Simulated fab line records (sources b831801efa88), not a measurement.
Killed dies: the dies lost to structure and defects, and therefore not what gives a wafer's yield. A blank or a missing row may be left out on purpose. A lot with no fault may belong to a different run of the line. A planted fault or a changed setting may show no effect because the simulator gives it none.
fab line records -- flow gf180mcu
record lots=5, wafers=15, last-day=34
route steps=602 shown V5@554 TOP_METAL@567
lots that met no fault: taken from a fault-free run of the same line
start-h: hours from the record's first day to the start of the lot's first wafer shown -- wait-h: hours elapsed since this lot's preceding step -- " repeats the value in the row above -- L1.1+2: a single row standing in for several wafers -- - no value, or no start was given -- * or withheld: withheld -- < > ~ a bound
route shown NAME@n: names a module that has steps shown in the file, with the first one's number in the route -- usual: the fault-free wafers' mean and standard deviation -- same: alike in all rows -- chamber/n: place in a boat -- sites: each site's reading -- _std_site: standard deviation across them -- _edge_site: mean of outer sites minus mean of inner sites -- radius-mm: for every site, how far away it sits from the centre of the wafer -- mask NAME#n: copy n -- behind: tool/chamber where the wafer was last shaped -- hold: the reason the lot was held/the length of the hold in hours/how it ended -- device: the transistor (n, p or np) that didn't switch -- end of line: the tests these same wafers got at the end of their route -- a step without rows: its recipe alone -- killed: at the first sort, the dies lost to defects and structure; wafer yield is something else -- map: a wafer's dies, x killed, . not, _ none there
set.NAME: setting as actually run; set.NAME@STEP: the setting as run at that earlier step -- model.NAME: the simulator's own value behind a step, which no gauge read
lots seen at some steps along the route; tables by step, rows by wafer
services: a tool's chamber out of use, with start hour (start-h, from the record's first day; less than 0 if before it), hours out, and reason
## steps
# step GF_V5_CD_MEAS_14
# recipe target-cd-nm=260
# usual cd-nm=259.8/1.2
lot.wafer,tool,chamber,start-h,wait-h,cd-nm
L081.2,cd-sem-02,-,683.07,0.1,258.4
L081.4,cd-sem-02,-,683.07,0.1,258.5
L081.5,cd-sem-02,-,683.07,0.1,258.4
L083.3,cd-sem-02,-,702.31,0.1,260.2
L083.4,cd-sem-02,-,702.31,0.1,260.8
L083.6,cd-sem-02,-,702.31,0.1,259.7
L093.1,cd-sem-01,-,759.02,0.1,260.3
L093.3,cd-sem-01,-,759.02,0.1,260.8
L093.4,cd-sem-01,-,759.02,0.1,261.2
L094.2,cd-sem-01,-,772.77,0.1,259.9
L094.3,cd-sem-01,-,772.77,0.1,259.4
L094.6,cd-sem-01,-,772.77,0.1,258.9
L095.2,cd-sem-02,-,773.12,0.1,260.6
L095.3,cd-sem-02,-,773.12,0.1,261.2
L095.5,cd-sem-02,-,773.12,0.1,260.8
# step GF_V5_OVL_MEAS_15
# usual V5_OVL=-1/5.5
lot.wafer,tool,chamber,start-h,wait-h,V5_OVL[nm]
L081.2,overlay-01,-,683.17,0.1,1
L081.4,overlay-01,-,683.17,0.1,1
L081.5,overlay-01,-,683.17,0.1,-6
L083.3,overlay-01,-,702.41,0.1,-9
L083.4,overlay-01,-,702.41,0.1,0
L083.6,overlay-01,-,702.41,0.1,0
L093.1,overlay-01,-,759.14,0.1,3
L093.3,overlay-01,-,759.14,0.1,5
L093.4,overlay-01,-,759.14,0.1,3
L094.2,overlay-01,-,772.87,0.1,-11
L094.3,overlay-01,-,772.87,0.1,-10
L094.6,overlay-01,-,772.87,0.1,-13
L095.2,overlay-02,-,773.22,0.1,11
L095.3,overlay-02,-,773.22,0.1,-3
L095.5,overlay-02,-,773.22,0.1,-3
# step GF_V5_ETCH_16
# recipe chemistry=N2/H2, target-depth-a=withheld, overetch-a=withheld, time-s=withheld, target=BARC, ion-energy-ev=200, source-w=500, bias-w=100, pressure-mtorr=30, n2-flow-sccm=100, h2-flow-sccm=200
# usual drypump-motor-current-A=5.9/0.48, oes-product-au=0.854/0.0044, rf-fwd-power-W=495.0/2.3, throttle-valve-pct=13.225/0.0083
lot.wafer,tool,chamber,start-h,wait-h,drypump-motor-current-A,oes-product-au,rf-fwd-power-W,throttle-valve-pct
L081.2,rie-diel-01,3,683.20,0.0,6.4,0.853,490.3,13.231
L081.4,rie-diel-01,2,683.20,0.0,5.5,0.857,497.7,13.237
L081.5,rie-diel-01,1,683.20,0.0,5.5,0.854,495.2,13.216
L083.3,rie-diel-03,0,702.43,0.0,5.8,0.863,497.7,13.215
L083.4,rie-diel-03,2,702.43,0.0,5.4,0.855,495.8,13.224
L083.6,rie-diel-03,3,702.43,0.0,5.0,0.853,496.9,13.237
L093.1,rie-diel-03,0,759.18,0.0,5.8,0.861,496.7,13.230
L093.3,rie-diel-03,1,759.18,0.0,5.4,0.851,493.9,13.219
L093.4,rie-diel-03,1,759.18,0.0,5.4,0.852,495.3,13.228
L094.2,rie-diel-01,2,772.90,0.0,5.6,0.861,494.2,13.220
L094.3,rie-diel-01,3,772.90,0.0,6.4,0.857,491.4,13.231
L094.6,rie-diel-01,2,772.90,0.0,5.6,0.862,494.7,13.217
L095.2,rie-diel-03,2,773.25,0.0,5.4,0.847,491.2,13.217
L095.3,rie-diel-03,3,773.25,0.0,5.0,0.854,495.7,13.240
L095.5,rie-diel-03,0,773.25,0.0,5.8,0.853,496.2,13.221
# step GF_V5_ETCH_17
# recipe chemistry=C4F8/O2/Ar, mask-material=KrF, target=SiO2, stop-on=TiN, source-w=1530, bias-w=1200, pressure-mtorr=40, c4f8-flow-sccm=withheld, O2_flow_sccm=6, Ar_flow_sccm=300, time-s=withheld, target-depth-a=8550
# usual oes-product-au=0.860/0.005, rf-fwd-power-W=1524/4.7
lot.wafer,tool,chamber,start-h,wait-h,oes-product-au,rf-fwd-power-W
L081.2,rie-diel-01,3,-,-,0.869,1522
L081.4,rie-diel-01,2,-,-,0.864,1527
L081.5,rie-diel-01,1,-,-,0.857,1516
L083.3,rie-diel-03,0,-,-,0.853,1517
L083.4,rie-diel-03,2,-,-,0.851,1522
L083.6,rie-diel-03,3,-,-,0.864,1528
L093.1,rie-diel-03,0,-,-,0.857,1530
L093.3,rie-diel-03,1,-,-,0.867,1522
L093.4,rie-diel-03,1,-,-,0.863,1526
L094.2,rie-diel-01,2,-,-,0.866,1522
L094.3,rie-diel-01,3,-,-,0.864,1518
L094.6,rie-diel-01,2,-,-,0.859,1519
L095.2,rie-diel-03,2,-,-,0.867,1524
L095.3,rie-diel-03,3,-,-,0.852,1526
L095.5,rie-diel-03,0,-,-,0.857,1524
# step GF_V5_STRIP_18
# recipe chemistry=O2/N2, power-w=1400, pressure-mtorr=1500, platen-temp-c=250, o2-flow-sccm=3000, n2-flow-sccm=300, overash-fraction=0.5
# usual drypump-motor-current-A=6.1/0.55, heater-power-w=334/39, oes-product-au=0.569/0.0048
lot.wafer,tool,chamber,start-h,wait-h,drypump-motor-current-A,heater-power-w,oes-product-au,rf-hours-counter-h
L081.2,plasma-asher-02,1,683.36,-,6.5,365,0.562,102
L081.4,plasma-asher-02,1,683.36,-,6.5,363,0.575,-
L081.5,plasma-asher-02,1,683.36,-,6.5,351,0.569,-
L083.3,plasma-asher-02,1,702.62,-,6.5,363,0.569,-
L083.4,plasma-asher-02,0,702.62,-,6.8,347,0.573,-
L083.6,plasma-asher-02,0,702.62,-,6.8,351,0.569,-
L093.1,plasma-asher-02,1,759.33,-,6.5,349,0.572,2
L093.3,plasma-asher-02,0,759.33,-,6.8,367,0.569,-
L093.4,plasma-asher-02,1,759.33,-,6.5,357,0.579,-
L094.2,plasma-asher-03,1,773.06,-,5.7,274,0.567,34
L094.3,plasma-asher-03,0,773.06,-,5.8,354,0.566,-
L094.6,plasma-asher-03,1,773.06,-,5.7,269,0.564,-
L095.2,plasma-asher-02,0,773.41,-,6.8,364,0.569,3
L095.3,plasma-asher-02,0,773.41,-,6.8,375,0.572,-
L095.5,plasma-asher-02,0,773.41,-,6.8,371,0.570,-
# step GF_V5_STRIP_19
# recipe chemistry=post-etch-residue-remover, time-s=1200, temp-c=72.5
lot.wafer,tool,chamber,start-h,wait-h
L081.2+4+5,wet-bench-01,3,683.46,0.1
L083.3+4+6,wet-bench-01,1,702.68,0.0
L093.1+3+4,wet-bench-04,3,759.43,0.1
L094.2+3+6,wet-bench-03,3,773.16,0.1
L095.2+3+5,wet-bench-01,2,773.51,0.1
# step GF_V5_CLEAN_20
# recipe chemistry=DIW, dry=n2-spin
lot.wafer,tool,chamber,start-h,wait-h
L081.2+4+5,wet-bench-03,0,683.86,0.0
L083.3+4+6,wet-bench-03,2,703.09,0.0
L093.1+3+4,wet-bench-01,2,759.80,0.0
L094.2+3+6,wet-bench-04,0,773.50,0.0
L095.2+3+5,wet-bench-03,1,773.85,0.0
# step GF_V5_SPUTTER_21
# recipe material=Ti, target-thk-nm=15, chamber-pressure-pa=5, power-w=2500, substrate-temp-c=200, time-s=80.02
# usual chamber-pressure-pa=4.998/0.011, throttle-valve-pct=29.7/1
lot.wafer,tool,chamber,start-h,wait-h,chamber-pressure-pa,throttle-valve-pct
L081.2,pvd-sputter-01,-,683.96,0.0,5.010,29.8
L081.4,pvd-sputter-01,-,683.96,0.0,4.993,30.3
L081.5,pvd-sputter-01,-,683.96,0.0,5.000,29.8
L083.3,pvd-sputter-02,-,703.18,0.0,5.000,27.9
L083.4,pvd-sputter-02,-,703.18,0.0,5.010,28.0
L083.6,pvd-sputter-02,-,703.18,0.0,5.001,30.2
L093.1,pvd-sputter-01,-,759.89,0.0,5.002,29.7
L093.3,pvd-sputter-01,-,759.89,0.0,4.992,28.5
L093.4,pvd-sputter-01,-,759.89,0.0,5.003,29.5
L094.2,pvd-sputter-02,-,773.60,0.0,5.005,30.2
L094.3,pvd-sputter-02,-,773.60,0.0,5.000,27.9
L094.6,pvd-sputter-02,-,773.60,0.0,5.000,29.2
L095.2,pvd-sputter-03,-,773.94,0.0,5.014,30.1
L095.3,pvd-sputter-03,-,773.94,0.0,4.991,31.9
L095.5,pvd-sputter-03,-,773.94,0.0,5.010,32.0
# step GF_V5_SPUTTER_22
# recipe material=TiN, target-thk-nm=10, chamber-pressure-pa=5, power-w=4000, time-s=40
# usual chamber-pressure-pa=5.000/0.0091, throttle-valve-pct=29.7/1.1
lot.wafer,tool,chamber,start-h,wait-h,chamber-pressure-pa,throttle-valve-pct
L081.2,pvd-sputter-01,-,684.02,0.0,5.013,29.7
L081.4,pvd-sputter-01,-,684.02,0.0,5.005,30.1
L081.5,pvd-sputter-01,-,684.02,0.0,5.004,29.7
L083.3,pvd-sputter-02,-,703.24,0.0,4.991,28.1
L083.4,pvd-sputter-02,-,703.24,0.0,5.006,28.2
L083.6,pvd-sputter-02,-,703.24,0.0,5.020,30.2
L093.1,pvd-sputter-01,-,759.95,0.0,5.000,29.5
L093.3,pvd-sputter-01,-,759.95,0.0,4.995,28.5
L093.4,pvd-sputter-01,-,759.95,0.0,4.996,29.7
L094.2,pvd-sputter-02,-,773.66,0.0,4.988,29.6
L094.3,pvd-sputter-02,-,773.66,0.0,4.994,28.1
L094.6,pvd-sputter-02,-,773.66,0.0,5.002,29.5
L095.2,pvd-sputter-03,-,774.00,0.0,5.006,30.0
L095.3,pvd-sputter-03,-,774.00,0.0,5.013,32.4
L095.5,pvd-sputter-03,-,774.00,0.0,5.001,32.2
# step GF_V5_CVD_23
# recipe material=W, target-thk-nm=350, time-s=104.9, temp-c=400, pressure-torr=40
# usual heater-power-w=1027/120
lot.wafer,tool,chamber,start-h,wait-h,heater-power-w
L081.2,cvd-w-01,1,684.06,0.0,1146
L081.4,cvd-w-01,0,684.06,0.0,1042
L081.5,cvd-w-01,0,684.06,0.0,1021
L083.3,cvd-w-01,1,703.32,0.1,1171
L083.4,cvd-w-01,0,703.32,0.1,1024
L083.6,cvd-w-01,1,703.32,0.1,1181
L093.1,cvd-w-02,1,759.99,0.0,904
L093.3,cvd-w-02,0,759.99,0.0,883
L093.4,cvd-w-02,1,759.99,0.0,892
L094.2,cvd-w-01,1,773.73,0.1,1170
L094.3,cvd-w-01,1,773.73,0.1,1172
L094.6,cvd-w-01,1,773.73,0.1,1170
L095.2,cvd-w-02,0,774.08,0.1,899
L095.3,cvd-w-02,0,774.08,0.1,914
L095.5,cvd-w-02,0,774.08,0.1,888
# step GF_V5_RS_MEAS_24
# recipe thk-meas-gauge=four-point-probe, reads=W_of_V5_CVD_23+TiN_of_V5_SPUTTER_22+Ti_of_V5_SPUTTER_21
# usual V5_W_RS=0.326/0.0061
lot.wafer,tool,chamber,start-h,wait-h,V5_W_RS[ohm/sq]
L081.2,film-metro-02,-,684.20,0.1,0.333
L081.4,film-metro-02,-,684.20,0.1,0.335
L081.5,film-metro-02,-,684.20,0.1,0.334
L083.3,film-metro-02,-,703.43,0.1,0.329
L083.4,film-metro-02,-,703.43,0.1,0.336
L083.6,film-metro-02,-,703.43,0.1,0.330
L093.1,film-metro-03,-,760.11,0.1,0.306
L093.3,film-metro-03,-,760.11,0.1,0.319
L093.4,film-metro-03,-,760.11,0.1,0.309
L094.2,film-metro-01,-,773.94,0.2,0.323
L094.3,film-metro-01,-,773.94,0.2,0.328
L094.6,film-metro-01,-,773.94,0.2,0.321
L095.2,film-metro-01,-,774.28,0.2,0.317
L095.3,film-metro-01,-,774.28,0.2,0.324
L095.5,film-metro-01,-,774.28,0.2,0.319
# step GF_V5_THK_MEAS_25
# recipe thk-meas-gauge=xrf, reads=W_of_V5_CVD_23
# usual V5_W_THK=379/8.3
lot.wafer,tool,chamber,start-h,wait-h,V5_W_THK[nm]
L081.2,film-metro-02,-,684.31,0.1,367
L081.4,film-metro-02,-,684.31,0.1,364
L081.5,film-metro-02,-,684.31,0.1,366
L083.3,film-metro-02,-,703.53,0.1,376
L083.4,film-metro-02,-,703.53,0.1,366
L083.6,film-metro-02,-,703.53,0.1,375
L093.1,film-metro-03,-,760.23,0.1,403
L093.3,film-metro-03,-,760.23,0.1,385
L093.4,film-metro-03,-,760.23,0.1,393
L094.2,film-metro-01,-,774.05,0.1,386
L094.3,film-metro-01,-,774.05,0.1,380
L094.6,film-metro-01,-,774.05,0.1,386
L095.2,film-metro-01,-,774.39,0.1,393
L095.3,film-metro-01,-,774.39,0.1,383
L095.5,film-metro-01,-,774.39,0.1,391
# step GF_V5_CMP_26
# recipe stop-on=SiO2, down-force-psi=3.5, platen-rpm=60, t-overpolish-s=15, target-thk-nm=0, pad-velocity-m-s=0.94248
# usual motor-current-A=10.9/0.96, overpolish-run-s=15.001/0.0096, time-to-endpoint-s=88/3.8
# same t-overpolish-s=15
lot.wafer,tool,chamber,start-h,wait-h,motor-current-A,overpolish-run-s,time-to-endpoint-s
L081.2,cmp-02,2,684.36,0.0,11.3,15.003,85
L081.4,cmp-02,0,684.36,0.0,11.1,15.006,87
L081.5,cmp-02,3,684.36,0.0,11.2,15.002,83
L083.4,cmp-02,0,703.57,0.0,11.6,14.993,83
L083.3,cmp-02,2,703.57,0.0,10.6,14.998,86
L083.6,cmp-02,0,703.57,0.0,11.3,14.998,87
L093.3,cmp-01,1,760.29,0.0,10.9,14.985,90
L093.4,cmp-01,3,760.29,0.0,10.1,14.999,93
L093.1,cmp-01,0,760.29,0.0,10.5,14.998,89
L094.3,cmp-01,1,774.10,0.0,11.7,15.002,86
L094.2,cmp-01,0,774.10,0.0,11.0,14.998,85
L094.6,cmp-01,1,774.10,0.0,11.6,15.003,91
L095.3,cmp-02,1,774.49,0.1,11.8,15.002,79
L095.2,cmp-02,3,774.49,0.1,11.9,14.983,85
L095.5,cmp-02,1,774.49,0.1,12.4,15.001,84
# step GF_TOP_METAL_SPUTTER_00
# recipe material=Ti, target-thk-nm=37.5, arriving-ion-energy-ev=80, substrate-temp-c=200, chamber-pressure-pa=2, power-w=4000, time-s=150
# usual chamber-pressure-pa=2.000/0.0042, throttle-valve-pct=30.0/1.1
lot.wafer,tool,chamber,start-h,wait-h,chamber-pressure-pa,throttle-valve-pct
L081.2,pvd-sputter-03,-,684.66,0.2,1.999,30.3
L081.4,pvd-sputter-03,-,684.66,0.2,1.993,30.2
L081.5,pvd-sputter-03,-,684.66,0.2,2.001,32.1
L083.3,pvd-sputter-03,-,703.87,0.1,1.997,32.3
L083.4,pvd-sputter-03,-,703.87,0.1,2.001,30.4
L083.6,pvd-sputter-03,-,703.87,0.1,2.001,30.2
L093.1,pvd-sputter-02,-,760.59,0.1,1.997,29.8
L093.3,pvd-sputter-02,-,760.59,0.1,2.004,29.4
L093.4,pvd-sputter-02,-,760.59,0.1,1.993,29.6
L094.2,pvd-sputter-03,-,774.40,0.1,2.000,28.7
L094.3,pvd-sputter-03,-,774.40,0.1,1.999,30.2
L094.6,pvd-sputter-03,-,774.40,0.1,2.007,32.3
L095.2,pvd-sputter-02,-,774.74,0.1,2.005,30.1
L095.3,pvd-sputter-02,-,774.74,0.1,2.000,28.1
L095.5,pvd-sputter-02,-,774.74,0.1,1.997,30.1
# step GF_TOP_METAL_SPUTTER_01
# recipe material=TiN, target-thk-nm=30, power-w=6500, time-s=25, chamber-pressure-pa=0.4
# usual chamber-pressure-pa=0.3998/0.00075, throttle-valve-pct=30.0/1.1
lot.wafer,tool,chamber,start-h,wait-h,chamber-pressure-pa,throttle-valve-pct
L081.2,pvd-sputter-03,-,684.76,0.1,0.3997,30.1
L081.4,pvd-sputter-03,-,684.76,0.1,0.3988,30.6
L081.5,pvd-sputter-03,-,684.76,0.1,0.3998,32.0
L083.3,pvd-sputter-03,-,703.97,0.1,0.3974,32.2
L083.4,pvd-sputter-03,-,703.97,0.1,0.3993,30.2
L083.6,pvd-sputter-03,-,703.97,0.1,0.3991,30.4
L093.1,pvd-sputter-02,-,760.69,0.1,0.3988,30.2
L093.3,pvd-sputter-02,-,760.69,0.1,0.3989,29.5
L093.4,pvd-sputter-02,-,760.69,0.1,0.4001,29.6
L094.2,pvd-sputter-03,-,774.50,0.1,0.4002,28.5
L094.3,pvd-sputter-03,-,774.50,0.1,0.3999,30.1
L094.6,pvd-sputter-03,-,774.50,0.1,0.3998,32.3
L095.2,pvd-sputter-02,-,774.84,0.1,0.4003,29.8
L095.3,pvd-sputter-02,-,774.84,0.1,0.4003,27.9
L095.5,pvd-sputter-02,-,774.84,0.1,0.4007,30.2
# step GF_TOP_METAL_SPUTTER_02
# recipe material=AlCu, target-thk-nm=900, power-w=10600, chamber-pressure-pa=0.3, substrate-temp-c=250, gas=Ar, time-s=47.82
# usual chamber-pressure-pa=0.2999/0.00062, throttle-valve-pct=30.0/1.1
lot.wafer,tool,chamber,start-h,wait-h,chamber-pressure-pa,throttle-valve-pct
L081.2,pvd-sputter-03,-,684.79,0.0,0.3003,30.2
L081.4,pvd-sputter-03,-,684.79,0.0,0.2985,30.5
L081.5,pvd-sputter-03,-,684.79,0.0,0.2999,32.1
L083.3,pvd-sputter-03,-,704.00,0.0,0.3002,32.0
L083.4,pvd-sputter-03,-,704.00,0.0,0.2986,30.4
L083.6,pvd-sputter-03,-,704.00,0.0,0.2985,30.3
L093.1,pvd-sputter-02,-,760.72,0.0,0.2998,30.1
L093.3,pvd-sputter-02,-,760.72,0.0,0.3012,29.7
L093.4,pvd-sputter-02,-,760.72,0.0,0.2998,30.0
L094.2,pvd-sputter-03,-,774.53,0.0,0.2994,28.9
L094.3,pvd-sputter-03,-,774.53,0.0,0.2993,30.5
L094.6,pvd-sputter-03,-,774.53,0.0,0.3008,32.2
L095.2,pvd-sputter-02,-,774.87,0.0,0.3002,29.8
L095.3,pvd-sputter-02,-,774.87,0.0,0.2999,28.0
L095.5,pvd-sputter-02,-,774.87,0.0,0.2993,30.1
# step GF_TOP_METAL_SPUTTER_03
# recipe material=Ti, target-thk-nm=5, substrate-temp-c=300, chamber-pressure-pa=0.3, power-w=3000, time-s=3.3
# usual chamber-pressure-pa=0.3000/0.00055, throttle-valve-pct=30.0/1.1
lot.wafer,tool,chamber,start-h,wait-h,chamber-pressure-pa,throttle-valve-pct
L081.2,pvd-sputter-03,-,684.83,0.0,0.2991,30.2
L081.4,pvd-sputter-03,-,684.83,0.0,0.3003,30.2
L081.5,pvd-sputter-03,-,684.83,0.0,0.2998,32.2
L083.3,pvd-sputter-03,-,704.05,0.0,0.2999,32.0
L083.4,pvd-sputter-03,-,704.05,0.0,0.2996,30.5
L083.6,pvd-sputter-03,-,704.05,0.0,0.2990,30.5
L093.1,pvd-sputter-02,-,760.76,0.0,0.3002,30.2
L093.3,pvd-sputter-02,-,760.76,0.0,0.2997,29.6
L093.4,pvd-sputter-02,-,760.76,0.0,0.3003,30.2
L094.2,pvd-sputter-03,-,774.58,0.0,0.2995,28.6
L094.3,pvd-sputter-03,-,774.58,0.0,0.2996,30.1
L094.6,pvd-sputter-03,-,774.58,0.0,0.2989,32.0
L095.2,pvd-sputter-02,-,774.92,0.0,0.3003,30.3
L095.3,pvd-sputter-02,-,774.92,0.0,0.3000,28.2
L095.5,pvd-sputter-02,-,774.92,0.0,0.2996,30.2
## services
tool,chamber,start-h,hours,kind
rie-diel-01,2,660.04,1.3,repair
rie-diel-03,-,667.11,0.5,repair
cvd-w-01,0,671.22,8.0,repair
cmp-01,-,687.30,4.8,pm
pvd-sputter-02,3,692.29,-,consumable-replace:kit
pvd-sputter-02,3,692.29,18.0,scheduled-down
pvd-sputter-02,3,692.29,18.0,vent-cycle
wet-bench-04,-,697.57,4.4,pm
cvd-w-02,1,699.15,5.0,repair
cmp-01,-,721.13,12.0,repair
plasma-asher-02,-,733.75,9.0,pm
plasma-asher-02,-,739.07,1.0,repair
pvd-sputter-02,2,741.96,-,consumable-replace:kit
pvd-sputter-02,2,741.96,18.0,scheduled-down
pvd-sputter-02,2,741.96,18.0,vent-cycle
cmp-02,-,744.23,4.0,pm
cmp-02,-,746.15,1.8,repair
pvd-sputter-02,-,754.30,2.9,repair
rie-diel-01,1,755.84,6.2,repair
cvd-w-02,-,760.67,2.8,pm
cvd-w-01,0,765.19,12.4,repair
rie-diel-01,0,771.45,3.4,repair
pvd-sputter-01,-,772.92,6.9,repair
cvd-w-02,1,773.55,2.9,repair
## key
fault none
